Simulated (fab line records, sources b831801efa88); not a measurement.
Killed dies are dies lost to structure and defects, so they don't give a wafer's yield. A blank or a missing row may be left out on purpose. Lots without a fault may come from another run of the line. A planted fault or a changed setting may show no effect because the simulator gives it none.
Chamber matching | flow gf180mcu | GF_V3_CMP_26 on cmp-01: 4 sister chambers
The step polishes, stops on SiO2, t overpolish 15 s, target thk 0 nm. 14 wafers are shown with their chamber, then 7 later ones without.

WAFERS WITH THEIR CHAMBER
wafer  | chamber | motor_current_A (A) | overpolish_run_s (s) | time_to_endpoint_s (s)
L539.2 | 3       | 8.3                 | 15.009               | 82
L539.5 | 3       | 8.6                 | 14.995               | 83
L539.6 | 2       | 10.7                | 15.006               | 85
L540.3 | 1       | 10.4                | 14.979               | 85
L540.5 | 1       | 10.6                | 14.998               | 88
L540.6 | 2       | 10.1                | 14.995               | 82
L541.1 | 0       | 11.8                | 15.001               | 84
L541.4 | 3       | 8.7                 | 14.999               | 88
L541.6 | 1       | 10.0                | 14.997               | 88
L545.2 | 2       | 9.8                 | 15.010               | 86
L545.3 | 0       | 11.2                | 15.004               | 86
L545.4 | 3       | 8.5                 | 15.006               | 81
L548.1 | 2       | 10.1                | 14.994               | 83
L548.2 | 0       | 11.1                | 15.003               | 88

SIGNATURES (means of the wafers above)
reading            | chamber 0 | chamber 1 | chamber 2 | chamber 3 | scatter within a chamber
motor_current_A    | 11.367    | 10.333    | 10.175    | 8.525     | 0.314
overpolish_run_s   | 15.00267  | 14.99133  | 15.00125  | 15.00225  | 0.00739
time_to_endpoint_s | 86.00     | 87.00     | 84.00     | 83.50     | 2.3
Rule: a wafer's distance from a chamber is the root of the sum, over the readings, of the square of ((its reading less the chamber's mean) divided by the reading's scatter). The wafer belongs to the nearest chamber; if the next one is less than 2 further off, it can't be placed. The scatter: the root of (the sum of the squares of (reading less its chamber's mean) over the shown wafers, divided by (wafers less chambers)).

WAFERS WITHOUT THEIR CHAMBER
wafer  | motor_current_A (A) | overpolish_run_s (s) | time_to_endpoint_s (s)
L548.6 | 10.6                | 15.008               | 89
L551.1 | 11.4                | 14.986               | 82
L551.5 | 10.1                | 14.995               | 81
L551.6 | 9.2                 | 14.995               | 84
L559.1 | 10.6                | 15.003               | 81
L559.3 | 10.8                | 15.002               | 78
L559.4 | 8.4                 | 15.007               | 83

WHICH CHAMBER EACH WENT THROUGH
wafer  | from the rows above          | in truth
L548.6 | can't be placed: 1 or 2 or 0 | 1
L551.1 | can't be placed: 0 or 1 or 2 | 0
L551.5 | can't be placed: 2 or 1      | 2
L551.6 | can't be placed: 3 or 2 or 1 | 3
L559.1 | can't be placed: 2 or 1 or 0 | 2
L559.3 | can't be placed: 2 or 0 or 1 | 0
L559.4 | 3                            | 3
Placed correctly: 1 of 7. Can't be placed from these rows: 6 (the true chamber is among the candidates in 6). Placed wrongly: 0.
